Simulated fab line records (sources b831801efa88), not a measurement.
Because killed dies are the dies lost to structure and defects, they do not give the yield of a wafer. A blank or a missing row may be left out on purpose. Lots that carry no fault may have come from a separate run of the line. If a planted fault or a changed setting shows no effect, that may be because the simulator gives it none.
fab line records	flow gf180mcu
record: lots: 24	wafers: 72	last-day: 34
route steps=602 shown M4@457 V4@477 MIM@509 PASSIVATION@590
lots that met no fault: taken from a fault-free run of the same line
start-h: start of the lot's first displayed wafer, in hours after the record's first day	wait-h: hours since the lot's step before	" the same as in the row above	L1.1+2: a row that stands for several wafers	- value missing, or start not given	* or withheld: withheld	< > ~ a bound
route shown NAME@n: NAME is a module with steps in the file, n the number in the route of the first one	usual: mean/standard deviation of fault-free wafers	same: alike in all rows	chamber/n: place in a boat	sites: readings site by site	_std_site: the values' standard deviation	_edge_site: outer sites' mean less inner sites'	radius-mm: for every site, how far away it sits from the centre of the wafer	mask NAME#n: copy n	behind: the most recent tool/chamber to have shaped the wafer	hold: cause of the lot's hold/its duration in hours/its outcome	device: the transistor (n, p or np) that didn't switch	end of line: tests of these same wafers at the route's end	a step given without rows: its recipe and nothing more	killed: count of dies lost to structure and defects at first sort (not the wafer's yield)	map: dies across one wafer; x = killed, . = not, _ = none there
set.NAME: the setting as run; set.NAME@STEP: as run at that earlier step	model.NAME: the simulator's own value behind a step, which no gauge read
a sample of lots followed through the steps of the route, with each step as a table and each wafer as a row
services: from which hour (start-h, from the record's first day; less than 0 if before it) a tool's chamber was out of use, for how many hours, and why
== steps ==
step: GF_M4_SPUTTER_01
recipe: material: TiN	target-thk-nm: 30	power-w: 6500	time-s: 25	chamber-pressure-pa: 0.4
usual: throttle-valve-pct: 29.6/0.74
lot.wafer	tool	chamber	start-h	wait-h	throttle-valve-pct
L074.2	pvd-sputter-04	-	509.16	0.1	28.9
L074.4	"	-	"	"	30.0
L074.6	"	-	"	"	28.8
L075.2	pvd-sputter-01	-	516.02	0.1	30.4
L075.3	"	-	"	"	30.3
L075.5	"	-	"	"	30.1
L076.2	pvd-sputter-03	-	526.06	0.1	29.5
L076.4	"	-	"	"	29.5
L076.6	"	-	"	"	29.1
L077.2	pvd-sputter-01	-	535.44	0.1	30.2
L077.3	"	-	"	"	30.0
L077.5	"	-	"	"	29.4
L078.2	pvd-sputter-01	-	551.18	0.1	29.8
L078.5	"	-	"	"	30.0
L078.6	"	-	"	"	30.2
L079.1	pvd-sputter-03	-	558.42	0.1	29.0
L079.2	"	-	"	"	29.6
L079.4	"	-	"	"	28.4
L080.1	pvd-sputter-03	-	566.06	0.1	29.3
L080.2	"	-	"	"	28.3
L080.6	"	-	"	"	29.2
L081.1	pvd-sputter-04	-	577.68	0.1	29.5
L081.2	"	-	"	"	28.6
L081.4	"	-	"	"	30.0
L082.1	pvd-sputter-04	-	581.59	0.1	30.0
L082.2	"	-	"	"	28.4
L082.5	"	-	"	"	29.4
L083.1	pvd-sputter-03	-	587.91	0.1	29.3
L083.5	"	-	"	"	31.2
L083.6	"	-	"	"	29.4
L084.2	pvd-sputter-01	-	599.94	0.1	29.6
L084.4	"	-	"	"	29.9
L084.6	"	-	"	"	29.9
L085.2	pvd-sputter-01	-	608.52	0.1	30.8
L085.4	"	-	"	"	29.8
L085.5	"	-	"	"	30.2
L086.2	pvd-sputter-04	-	613.44	0.1	28.5
L086.5	"	-	"	"	29.7
L086.6	"	-	"	"	30.2
L087.2	pvd-sputter-04	-	621.17	0.1	29.9
L087.4	"	-	"	"	28.5
L087.5	"	-	"	"	29.0
L088.1	pvd-sputter-03	-	630.12	0.1	31.0
L088.3	"	-	"	"	29.1
L088.5	"	-	"	"	29.0
L090.1	pvd-sputter-04	-	645.81	0.1	29.4
L090.2	"	-	"	"	28.8
L090.3	"	-	"	"	28.4
L089.1	pvd-sputter-01	-	647.06	0.1	30.2
L089.4	"	-	"	"	29.6
L089.6	"	-	"	"	29.8
L091.2	pvd-sputter-03	-	658.39	0.1	28.6
L091.3	"	-	"	"	29.4
L091.5	"	-	"	"	28.1
L092.1	pvd-sputter-03	-	660.08	0.1	30.8
L092.3	"	-	"	"	29.2
L092.6	"	-	"	"	29.3
L093.1	pvd-sputter-03	-	666.92	0.1	29.2
L093.5	"	-	"	"	31.4
L093.6	"	-	"	"	29.6
L094.1	pvd-sputter-01	-	673.97	0.1	30.4
L094.3	"	-	"	"	30.0
L094.6	"	-	"	"	30.1
L095.1	pvd-sputter-04	-	674.25	0.1	30.0
L095.3	"	-	"	"	29.0
L095.6	"	-	"	"	28.9
L096.1	pvd-sputter-01	-	685.83	0.1	29.9
L096.3	"	-	"	"	30.3
L096.6	"	-	"	"	30.0
L097.1	pvd-sputter-03	-	687.95	0.1	30.9
L097.4	"	-	"	"	29.0
L097.6	"	-	"	"	31.0
step: GF_M4_METAL_ETCH_16
recipe: chemistry: Cl2/BCl3	mask-material: KrF	target-depth-nm: 750.8	stop-on: SiO2	pressure-mtorr: 8	icp-w: 800	bias-w: 140	Cl2_flow_sccm: 80	bcl3-flow-sccm: 40	time-s: 125.1
usual: drypump-motor-current-A: 5.9/0.42	oes-product-au: 0.986/0.0083	throttle-valve-pct: 28.234/0.012
lot.wafer	tool	chamber	start-h	wait-h	drypump-motor-current-A	oes-product-au	rf-hours-counter-h	throttle-valve-pct
L074.2	rie-metal-01	1	532.13	0.0	5.4	0.985	0.0	28.236
L074.4	"	0	"	"	6.1	0.977	-	28.249
L074.6	"	1	"	"	5.4	0.997	-	28.226
L075.2	rie-metal-01	0	539.01	0.0	6.1	0.971	2.3	28.252
L075.3	"	1	"	"	5.4	0.995	-	28.237
L075.5	"	1	"	"	5.4	0.983	-	28.217
L076.2	rie-metal-01	0	549.45	0.0	6.1	0.986	2.6	28.245
L076.4	"	1	"	"	5.4	0.991	-	28.229
L076.6	"	0	"	"	6.1	0.988	-	28.219
L077.2	rie-metal-04	1	558.03	0.0	6.5	0.992	12.2	28.229
L077.3	"	0	"	"	5.4	0.976	-	28.254
L077.5	"	1	"	"	6.5	0.994	-	28.228
L078.2	rie-metal-01	1	573.46	0.0	5.4	0.999	1.1	28.223
L078.5	"	1	"	"	5.4	0.987	-	28.216
L078.6	"	0	"	"	6.1	0.981	-	28.254
L079.1	rie-metal-02	0	580.10	0.0	6.0	0.962	2.0	28.243
L079.2	"	1	"	"	6.3	0.989	3.2	28.237
L079.4	"	0	"	"	6.0	0.973	-	28.251
L080.1	rie-metal-01	0	587.40	0.0	6.1	0.988	3.6	28.238
L080.2	"	1	"	"	5.4	0.994	1.4	28.228
L080.6	"	0	"	"	6.1	0.983	-	28.232
L081.1	rie-metal-02	1	598.57	0.0	6.3	0.991	3.8	28.224
L081.2	"	0	"	"	6.0	0.978	2.6	28.234
L081.4	"	0	"	"	6.0	0.978	-	28.247
L082.1	rie-metal-04	1	603.25	0.0	6.5	0.997	13.9	28.233
L082.2	"	0	"	"	5.5	0.986	4.0	28.216
L082.5	"	0	"	"	5.4	0.983	-	28.238
L083.1	rie-metal-02	1	609.15	0.0	6.3	0.993	4.3	28.241
L083.5	"	0	"	"	6.0	0.967	-	28.245
L083.6	"	1	"	"	6.3	0.996	-	28.227
L084.2	rie-metal-04	0	621.12	0.1	5.5	0.988	-	28.235
L084.4	"	0	"	"	5.4	0.984	-	28.240
L084.6	"	0	"	"	5.4	0.981	-	28.238
L085.2	rie-metal-04	0	629.64	0.1	5.4	0.983	-	28.225
L085.4	"	0	"	"	5.5	0.977	-	28.255
L085.5	"	0	"	"	5.4	0.980	-	28.226
L086.2	rie-metal-04	0	634.15	0.0	5.4	0.980	5.6	28.248
L086.5	"	0	"	"	5.4	0.982	-	28.224
L086.6	"	1	"	"	6.5	0.986	-	28.237
L087.2	rie-metal-02	0	641.38	0.0	6.0	0.969	4.3	28.260
L087.4	"	1	"	"	6.3	0.987	-	28.241
L087.5	"	0	"	"	6.0	0.965	-	28.262
L088.1	rie-metal-04	1	649.85	0.0	6.5	0.992	0.6	28.231
L088.3	"	0	"	"	5.4	0.989	-	28.240
L088.5	"	1	"	"	6.5	0.993	-	28.213
L089.1	rie-metal-01	0	666.65	0.0	6.1	0.993	5.7	28.256
L089.4	"	0	"	"	6.1	0.981	-	28.233
L089.6	"	0	"	"	6.1	0.978	-	28.246
L091.2	rie-metal-02	0	677.74	0.1	6.0	0.981	-	28.251
L091.3	"	0	"	"	6.0	0.978	-	28.240
L091.5	"	0	"	"	6.0	0.978	-	28.240
L092.1	rie-metal-04	0	679.30	0.0	5.5	1.000	7.3	28.252
L092.3	"	0	"	"	5.4	0.995	-	28.232
L092.6	"	0	"	"	5.5	0.990	-	28.227
L090.1	rie-metal-01	1	680.00	0.0	5.4	0.988	4.5	28.233
L090.2	"	0	"	"	6.1	0.987	6.3	28.229
L090.3	"	0	"	"	6.1	0.989	-	28.259
L093.1	rie-metal-01	1	686.10	0.0	5.4	0.985	4.6	28.224
L093.5	"	0	"	"	6.1	0.981	-	28.220
L093.6	"	1	"	"	5.4	0.993	-	28.237
L094.1	rie-metal-01	0	693.10	0.0	6.1	0.986	6.7	28.228
L094.3	"	1	"	"	5.4	0.991	-	28.233
L094.6	"	0	"	"	6.1	0.975	-	28.225
L095.1	rie-metal-04	0	693.73	0.0	5.4	0.992	8.0	28.233
L095.3	"	0	"	"	5.4	0.995	-	28.213
L095.6	"	1	"	"	6.5	0.995	-	28.231
L096.1	rie-metal-02	1	704.08	0.0	6.3	0.987	7.7	28.224
L096.3	"	0	"	"	6.0	0.993	-	28.230
L096.6	"	1	"	"	6.3	0.987	-	28.218
L097.1	rie-metal-01	0	706.50	0.0	6.1	0.979	7.3	28.244
L097.4	"	0	"	"	6.1	0.978	-	28.251
L097.6	"	0	"	"	6.1	0.983	-	28.243
step: GF_M4_STRIP_17
recipe: chemistry: O2/N2	power-w: 1400	pressure-mtorr: 1500	platen-temp-c: 250	o2-flow-sccm: 3000	n2-flow-sccm: 300	overash-fraction: 0.5
usual: drypump-motor-current-A: 6.2/0.42	heater-power-w: 311/28	oes-product-au: 0.540/0.0052	strip-time-to-endpoint-s: 7.44/0.059
same: overash-fraction: 0.5
lot.wafer	tool	chamber	start-h	wait-h	drypump-motor-current-A	heater-power-w	oes-product-au	rf-hours-counter-h	strip-time-to-endpoint-s
L074.2	plasma-asher-03	1	532.26	0.1	6.6	302	0.547	74	7.37
L074.4	"	1	"	"	6.6	305	0.539	-	7.48
L074.6	"	1	"	"	6.6	294	0.536	-	7.36
L075.2	plasma-asher-03	0	539.13	0.1	6.4	289	0.541	75	7.59
L075.3	"	0	"	"	6.4	281	0.525	-	7.37
L075.5	"	0	"	"	6.4	293	0.527	-	7.40
L076.2	plasma-asher-02	0	549.58	0.1	6.1	329	0.542	44	7.46
L076.4	"	1	"	"	5.3	367	0.545	-	7.38
L076.6	"	1	"	"	5.3	365	0.540	-	7.45
L077.2	plasma-asher-03	0	558.16	0.1	6.4	290	0.531	77	7.42
L077.3	"	0	"	"	6.4	282	0.540	-	7.47
L077.5	"	1	"	"	6.6	297	0.531	-	7.38
L078.2	plasma-asher-02	1	573.58	0.1	5.3	362	0.539	46	7.37
L078.5	"	0	"	"	6.1	336	0.533	-	7.37
L078.6	"	1	"	"	5.3	359	0.539	-	7.53
L079.1	plasma-asher-03	1	580.23	0.1	6.7	299	0.549	79	7.57
L079.2	"	0	"	"	6.4	290	0.545	79	7.47
L079.4	"	1	"	"	6.6	297	0.546	-	7.57
L080.1	plasma-asher-03	0	587.53	0.1	6.4	295	0.535	80	7.41
L080.2	"	1	"	"	6.7	295	0.537	80	7.36
L080.6	"	0	"	"	6.4	288	0.541	-	7.44
L081.1	plasma-asher-01	1	598.70	0.1	6.1	276	0.534	98	7.41
L081.2	"	0	"	"	6.1	337	0.540	98	7.54
L081.4	"	0	"	"	6.1	334	0.541	-	7.49
L082.1	plasma-asher-01	1	603.38	0.1	6.1	276	0.542	99	7.40
L082.2	"	0	"	"	6.1	338	0.544	99	7.50
L082.5	"	0	"	"	6.1	331	0.540	-	7.52
L083.1	plasma-asher-03	1	609.28	0.1	6.6	294	0.543	83	7.48
L083.5	"	0	"	"	6.4	291	0.541	-	7.54
L083.6	"	1	"	"	6.6	294	0.543	-	7.50
L084.2	plasma-asher-01	1	621.34	0.2	6.1	269	0.534	100	7.45
L084.4	"	0	"	"	6.1	327	0.540	-	7.48
L084.6	"	1	"	"	6.1	273	0.546	-	7.48
L085.2	plasma-asher-03	0	629.86	0.2	6.4	290	0.540	85	7.44
L085.4	"	1	"	"	6.6	302	0.532	-	7.43
L085.5	"	1	"	"	6.6	299	0.530	-	7.45
L086.2	plasma-asher-03	0	634.28	0.1	6.4	294	0.543	85	7.44
L086.5	"	0	"	"	6.4	293	0.544	-	7.44
L086.6	"	1	"	"	6.6	304	0.547	-	7.41
L087.2	plasma-asher-02	0	641.51	0.1	6.1	322	0.544	53	7.51
L087.4	"	1	"	"	5.3	370	0.539	-	7.42
L087.5	"	1	"	"	5.3	362	0.544	-	7.55
L088.1	plasma-asher-02	0	649.98	0.1	6.1	326	0.537	54	7.41
L088.3	"	1	"	"	5.3	351	0.545	-	7.40
L088.5	"	0	"	"	6.1	328	0.540	-	7.43
L089.1	plasma-asher-03	0	666.78	0.1	6.4	292	0.545	88	7.52
L089.4	"	0	"	"	6.4	294	0.542	-	7.46
L089.6	"	0	"	"	6.4	300	0.539	-	7.47
L091.2	plasma-asher-01	0	677.96	0.2	6.1	338	0.545	107	7.53
L091.3	"	0	"	"	6.1	337	0.537	-	7.50
L091.5	"	0	"	"	6.1	343	0.548	-	7.56
L092.1	plasma-asher-03	0	679.43	0.1	6.4	286	0.537	89	7.44
L092.3	"	1	"	"	6.6	307	0.533	-	7.40
L092.6	"	0	"	"	6.4	293	0.537	-	7.40
L090.1	plasma-asher-02	0	680.13	0.1	6.1	327	0.542	58	7.38
L090.2	"	1	"	"	5.3	375	0.544	58	7.48
L090.3	"	0	"	"	6.1	330	0.543	-	7.43
L093.1	plasma-asher-03	1	686.23	0.1	6.7	298	0.535	90	7.41
L093.5	"	1	"	"	6.6	299	0.541	-	7.45
L093.6	"	0	"	"	6.4	298	0.538	-	7.44
L094.1	plasma-asher-02	1	693.23	0.1	5.3	360	0.552	59	7.45
L094.3	"	0	"	"	6.1	325	0.533	-	7.33
L094.6	"	1	"	"	5.3	367	0.538	-	7.48
L095.1	plasma-asher-03	1	693.86	0.1	6.6	297	0.544	91	7.45
L095.3	"	0	"	"	6.4	294	0.541	-	7.43
L095.6	"	1	"	"	6.7	295	0.538	-	7.47
L096.1	plasma-asher-01	1	704.21	0.1	6.1	270	0.535	109	7.34
L096.3	"	1	"	"	6.1	279	0.539	-	7.38
L096.6	"	1	"	"	6.1	274	0.542	-	7.37
L097.1	plasma-asher-02	0	706.63	0.1	6.1	329	0.547	60	7.48
L097.4	"	1	"	"	5.3	367	0.540	-	7.46
L097.6	"	1	"	"	5.3	354	0.536	-	7.47
step: GF_V4_THK_MEAS_01
recipe: reads: SiO2_of_V4_CVD_00
usual: V4_CVD_00_THK: 600/8
lot.wafer	tool	chamber	start-h	wait-h	V4_CVD_00_THK[nm]
L074.2	film-metro-04	-	532.87	0.0	589
L074.4	"	-	"	"	599
L074.6	"	-	"	"	594
L075.2	film-metro-02	-	539.76	0.0	587
L075.3	"	-	"	"	589
L075.5	"	-	"	"	585
L076.2	film-metro-01	-	550.21	0.0	586
L076.4	"	-	"	"	586
L076.6	"	-	"	"	593
L077.2	film-metro-04	-	558.77	0.0	598
L077.3	"	-	"	"	583
L077.5	"	-	"	"	583
L078.2	film-metro-04	-	574.20	0.0	597
L078.5	"	-	"	"	600
L078.6	"	-	"	"	606
L079.1	film-metro-04	-	580.87	0.0	593
L079.2	"	-	"	"	614
L079.4	"	-	"	"	601
L080.1	film-metro-04	-	588.15	0.0	595
L080.2	"	-	"	"	603
L080.6	"	-	"	"	603
L081.1	film-metro-01	-	599.39	0.0	596
L081.2	"	-	"	"	592
L081.4	"	-	"	"	592
L082.1	film-metro-02	-	603.99	0.0	606
L082.2	"	-	"	"	597
L082.5	"	-	"	"	612
L083.1	film-metro-02	-	609.92	0.0	590
L083.5	"	-	"	"	594
L083.6	"	-	"	"	595
L084.2	film-metro-01	-	621.95	0.0	594
L084.4	"	-	"	"	588
L084.6	"	-	"	"	594
L085.2	film-metro-02	-	630.47	0.0	607
L085.4	"	-	"	"	601
L085.5	"	-	"	"	604
L086.2	film-metro-01	-	634.89	0.0	607
L086.5	"	-	"	"	598
L086.6	"	-	"	"	599
L087.2	film-metro-04	-	642.12	0.0	595
L087.4	"	-	"	"	602
L087.5	"	-	"	"	594
L088.1	film-metro-02	-	650.71	0.2	595
L088.3	"	-	"	"	601
L088.5	"	-	"	"	608
L089.1	film-metro-04	-	667.40	0.0	603
L089.4	"	-	"	"	598
L089.6	"	-	"	"	586
L091.2	film-metro-01	-	678.58	0.0	601
L091.3	"	-	"	"	616
L091.5	"	-	"	"	614
L092.1	film-metro-01	-	680.04	0.0	610
L092.3	"	-	"	"	605
L092.6	"	-	"	"	606
L090.1	film-metro-04	-	680.77	0.0	617
L090.2	"	-	"	"	602
L090.3	"	-	"	"	609
L093.1	film-metro-04	-	686.87	0.0	612
L093.5	"	-	"	"	604
L093.6	"	-	"	"	601
L094.1	film-metro-04	-	693.83	0.0	597
L094.3	"	-	"	"	608
L094.6	"	-	"	"	603
L095.1	film-metro-02	-	694.46	0.0	603
L095.3	"	-	"	"	600
L095.6	"	-	"	"	597
L096.1	film-metro-04	-	704.81	0.0	597
L096.3	"	-	"	"	609
L096.6	"	-	"	"	598
L097.1	film-metro-01	-	707.23	0.0	600
L097.4	"	-	"	"	596
L097.6	"	-	"	"	596
step: GF_MIM_THK_MEAS_06
recipe: reads: Si3N4_of_MIM_CVD_05
usual: MIM_CVD_05_THK: 42.1/0.59
lot.wafer	tool	chamber	start-h	wait-h	MIM_CVD_05_THK[nm]
L074.2	film-metro-02	-	558.41	0.0	41.6
L074.4	"	-	"	"	43.3
L074.6	"	-	"	"	42.6
L075.2	film-metro-04	-	564.20	0.0	42.3
L075.3	"	-	"	"	41.1
L075.5	"	-	"	"	42.9
L076.2	film-metro-02	-	577.92	0.0	42.1
L076.4	"	-	"	"	42.2
L076.6	"	-	"	"	40.9
L077.2	film-metro-04	-	583.70	0.0	41.6
L077.3	"	-	"	"	41.6
L077.5	"	-	"	"	42.3
L078.2	film-metro-04	-	600.45	0.0	42.2
L078.5	"	-	"	"	42.9
L078.6	"	-	"	"	42.0
L079.1	film-metro-02	-	604.35	0.0	41.9
L079.2	"	-	"	"	40.8
L079.4	"	-	"	"	41.3
L080.1	film-metro-03	-	611.49	0.0	41.6
L080.2	"	-	"	"	42.4
L080.6	"	-	"	"	42.8
L081.1	film-metro-03	-	623.04	0.0	42.3
L081.2	"	-	"	"	42.0
L081.4	"	-	"	"	43.4
L082.1	film-metro-04	-	627.38	0.0	42.1
L082.2	"	-	"	"	42.1
L082.5	"	-	"	"	42.6
L083.1	film-metro-03	-	632.26	0.0	41.5
L083.5	"	-	"	"	42.1
L083.6	"	-	"	"	41.7
L084.2	film-metro-04	-	645.19	0.0	41.5
L084.4	"	-	"	"	42.6
L084.6	"	-	"	"	41.8
L085.2	film-metro-02	-	653.40	0.0	41.5
L085.4	"	-	"	"	42.1
L085.5	"	-	"	"	42.4
L086.2	film-metro-02	-	657.15	0.0	41.9
L086.5	"	-	"	"	42.9
L086.6	"	-	"	"	42.2
L087.2	film-metro-03	-	663.83	0.0	41.8
L087.4	"	-	"	"	42.9
L087.5	"	-	"	"	42.5
L088.1	film-metro-02	-	672.32	0.0	42.1
L088.3	"	-	"	"	41.8
L088.5	"	-	"	"	41.9
L089.1	film-metro-03	-	688.48	0.0	42.3
L089.4	"	-	"	"	42.8
L089.6	"	-	"	"	43.0
L091.2	film-metro-04	-	699.64	0.0	41.8
L091.3	"	-	"	"	42.0
L091.5	"	-	"	"	42.4
L092.1	film-metro-03	-	701.08	0.0	42.3
L092.3	"	-	"	"	41.6
L092.6	"	-	"	"	42.7
L090.1	film-metro-03	-	701.88	0.0	42.0
L090.2	"	-	"	"	42.3
L090.3	"	-	"	"	42.3
L093.1	film-metro-04	-	708.33	0.0	41.3
L093.5	"	-	"	"	42.2
L093.6	"	-	"	"	42.0
L094.1	film-metro-03	-	714.84	0.0	42.0
L094.3	"	-	"	"	42.6
L094.6	"	-	"	"	42.7
L095.1	film-metro-04	-	715.74	0.0	41.7
L095.3	"	-	"	"	41.4
L095.6	"	-	"	"	42.0
L096.1	film-metro-02	-	724.97	0.0	41.7
L096.3	"	-	"	"	42.3
L096.6	"	-	"	"	42.7
L097.1	film-metro-03	-	727.14	0.0	42.2
L097.4	"	-	"	"	42.1
L097.6	"	-	"	"	42.5
step: GF_PASSIVATION_THK_MEAS_03
recipe: reads: Si3N4_of_PASSIVATION_CVD_02
usual: PASSIVATION_CVD_02_THK: 700/9.6
lot.wafer	tool	chamber	start-h	wait-h	PASSIVATION_CVD_02_THK[nm]
L074.2	film-metro-04	-	648.30	0.2	706
L074.4	"	-	"	"	706
L074.6	"	-	"	"	716
L075.2	film-metro-04	-	651.29	0.2	698
L075.3	"	-	"	"	713
L075.5	"	-	"	"	708
L076.2	film-metro-04	-	663.83	0.2	708
L076.4	"	-	"	"	712
L076.6	"	-	"	"	703
L077.2	film-metro-04	-	671.31	0.2	688
L077.3	"	-	"	"	692
L077.5	"	-	"	"	696
L078.2	film-metro-01	-	686.94	0.2	691
L078.5	"	-	"	"	702
L078.6	"	-	"	"	695
L079.1	film-metro-01	-	689.07	0.1	700
L079.2	"	-	"	"	692
L079.4	"	-	"	"	701
L080.1	film-metro-01	-	695.48	0.1	692
L080.2	"	-	"	"	694
L080.6	"	-	"	"	705
L081.1	film-metro-01	-	703.93	0.1	683
L081.2	"	-	"	"	696
L081.4	"	-	"	"	706
L082.1	film-metro-01	-	709.45	0.1	690
L082.2	"	-	"	"	681
L082.5	"	-	"	"	697
L083.1	film-metro-01	-	714.33	0.1	682
L083.5	"	-	"	"	701
L083.6	"	-	"	"	689
L084.2	film-metro-01	-	723.98	0.2	696
L084.4	"	-	"	"	703
L084.6	"	-	"	"	699
L085.2	film-metro-04	-	732.27	0.2	699
L085.4	"	-	"	"	711
L085.5	"	-	"	"	703
L086.2	film-metro-02	-	735.94	0.2	692
L086.5	"	-	"	"	729
L086.6	"	-	"	"	715
L087.2	film-metro-04	-	741.89	0.2	686
L087.4	"	-	"	"	705
L087.5	"	-	"	"	702
L088.1	film-metro-02	-	749.54	0.1	707
L088.3	"	-	"	"	699
L088.5	"	-	"	"	718
L089.1	film-metro-04	-	762.75	0.1	705
L089.4	"	-	"	"	706
L089.6	"	-	"	"	707
L091.2	film-metro-04	-	773.33	0.2	687
L091.3	"	-	"	"	701
L091.5	"	-	"	"	705
L092.1	film-metro-04	-	774.47	0.1	699
L092.3	"	-	"	"	691
L092.6	"	-	"	"	704
L090.1	film-metro-01	-	776.53	0.1	688
L090.2	"	-	"	"	704
L090.3	"	-	"	"	687
L093.1	film-metro-04	-	779.22	0.1	693
L093.5	"	-	"	"	699
L093.6	"	-	"	"	701
L094.1	film-metro-04	-	786.17	0.1	696
L094.3	"	-	"	"	684
L094.6	"	-	"	"	709
L095.1	film-metro-01	-	786.88	0.1	698
L095.3	"	-	"	"	707
L095.6	"	-	"	"	707
L096.1	film-metro-02	-	795.52	0.1	700
L096.3	"	-	"	"	706
L096.6	"	-	"	"	713
L097.1	film-metro-04	-	797.62	0.2	693
L097.4	"	-	"	"	709
L097.6	"	-	"	"	713
== services ==
tool	chamber	start-h	hours	kind
plasma-asher-02	-	489.23	8.1	repair
plasma-asher-02	-	491.94	2.8	repair
pvd-sputter-03	-	497.74	0.7	repair
pvd-sputter-03	-	499.97	1.3	repair
rie-metal-01	1	502.83	6.7	repair
rie-metal-02	-	503.51	0.2	repair
pvd-sputter-04	-	509.58	9.4	repair
rie-metal-01	1	513.20	-	clean
rie-metal-01	1	513.20	18.8	scheduled-down
rie-metal-01	1	513.20	18.8	vent-cycle
plasma-asher-01	-	522.07	3.6	repair
pvd-sputter-01	-	551.39	0.6	repair
pvd-sputter-01	-	564.39	0.5	repair
pvd-sputter-03	-	574.31	8.6	repair
pvd-sputter-03	2	602.43	-	consumable-replace:kit
pvd-sputter-03	2	602.43	18.0	scheduled-down
rie-metal-01	0	604.97	2.3	repair
rie-metal-02	-	615.25	2.8	pm
rie-metal-01	-	659.09	2.8	pm
rie-metal-02	1	674.07	11.4	repair
plasma-asher-03	-	674.52	3.8	repair
pvd-sputter-04	-	678.86	2.9	repair
pvd-sputter-01	-	688.68	10.1	repair
pvd-sputter-01	-	698.65	5.2	repair
== key ==
fault none
